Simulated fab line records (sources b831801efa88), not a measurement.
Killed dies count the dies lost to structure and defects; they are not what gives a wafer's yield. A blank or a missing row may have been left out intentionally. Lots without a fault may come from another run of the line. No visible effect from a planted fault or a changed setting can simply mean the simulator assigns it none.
A lot that was struck, set against a sound lot    flow sky130    15 out of 708 route steps
Sound: the wafers L999.1, L999.2, L999.6. Wafers struck: L994.3, L994.6. At the end, the cause is stated.
For every step that has rows: the tool of each side, followed by ch and its chambers, followed by its first start. Under that, the readings that differ: sound wafers    struck wafers    difference of the means    sigmas: that difference in standard deviations of wafers without a fault.
alike: readings with means less than 2 such deviations apart, plus words and numbers identical on both sides. not compared: withheld readings, readings lacking a value on some wafer, bounds such as >300 that could conceal the same value, and numbers that have no deviation in the record and whose values overlap.
A row with sigmas, a row that says differs or no value, or rows on one side alone: a step with any of these is where the two part. Non-overlapping numbers with no deviation appear without sigmas and do not part them. A reading that every wafer of one side lacks parts them only if that side has two wafers or more.

first, 3 steps without rows for these wafers: SKY_PASSIVATION_EXPOSE_08 (exposes mask NSM, target cd 3000 nm); SKY_PASSIVATION_PEB_09; SKY_PASSIVATION_DEVELOP_10 (develop time 60 s).
SKY_PASSIVATION_ETCH_11: etches the open film in CF4/O2, stops on AlCu, target depth 725 nm, time 161.1 s.
  sound on rie_diel-01 ch 0,3, day 48 22:20; struck on rie_diel-01 ch 2,3, day 47 13:16
  alike: chamber_pressure_mTorr, drypump_motor_current_A, oes_product_au, run_length_s, throttle_valve_pct
  not compared: rf_hours_counter_h
SKY_PASSIVATION_STRIP_12: strips in O2/N2.
  sound on plasma_asher-03 ch 0,1, day 48 22:27; struck on plasma_asher-03 ch 0, day 47 13:25
  alike: chamber_pressure_mTorr, drypump_motor_current_A, oes_product_au, strip_time_to_endpoint_s
  not compared: rf_hours_counter_h
then, 7 steps without rows for these wafers: SKY_PAD_OPEN_DEHYDRATE_00 (time 60 s); SKY_PAD_OPEN_HMDS_01 (prime time 60 s); SKY_PAD_OPEN_COAT_02 (resist thk 3000 nm); SKY_PAD_OPEN_SOFTBAKE_03; SKY_PAD_OPEN_EXPOSE_04 (exposes mask PDM, target cd 60000 nm); SKY_PAD_OPEN_PEB_05; SKY_PAD_OPEN_DEVELOP_06 (develop time 60 s).
SKY_PAD_OPEN_ETCH_07: etches the open film in CF4/O2, stops on AlCu, target depth 725 nm, time 161.1 s.
  sound on rie_diel-02 ch 0,1,3, day 49 15:35; struck on rie_diel-03 ch 3, day 48 08:35
reading                               sound              struck       difference  sigmas
run_length_s (s)                      188.9 189.3 189.1  182.7 182.3  -6.6        -16
model.PAD_OPEN.feature_depth_nm (nm)  708.1 709.1 717.7  693.2 695.5  -17.3       
model.etch.depth_nm (nm)              708.1 709.1 717.7  693.2 695.5  -17.3       
  alike: chamber_pressure_mTorr, drypump_motor_current_A, oes_product_au, throttle_valve_pct
  not compared: rf_hours_counter_h
SKY_PAD_OPEN_STRIP_08: strips in O2/N2.
  sound on plasma_asher-02 ch 0,1, day 49 15:42; struck on plasma_asher-01 ch 0,1, day 48 08:43
  alike: chamber_pressure_mTorr, drypump_motor_current_A, oes_product_au
  not compared: rf_hours_counter_h
SKY_PAD_OPEN_PROBE_99:
  rows exist in the record for the struck wafers here (prober-02, day 48 11:10), but not for the sound ones

WHERE THEY PART
Last at SKY_PAD_OPEN_PROBE_99 as far as this record goes, first at SKY_PAD_OPEN_ETCH_07.

WHY: whatever the simulator had introduced
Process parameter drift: rie_diel-03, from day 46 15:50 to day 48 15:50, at SKY_PAD_OPEN_ETCH_07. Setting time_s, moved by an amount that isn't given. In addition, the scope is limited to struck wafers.
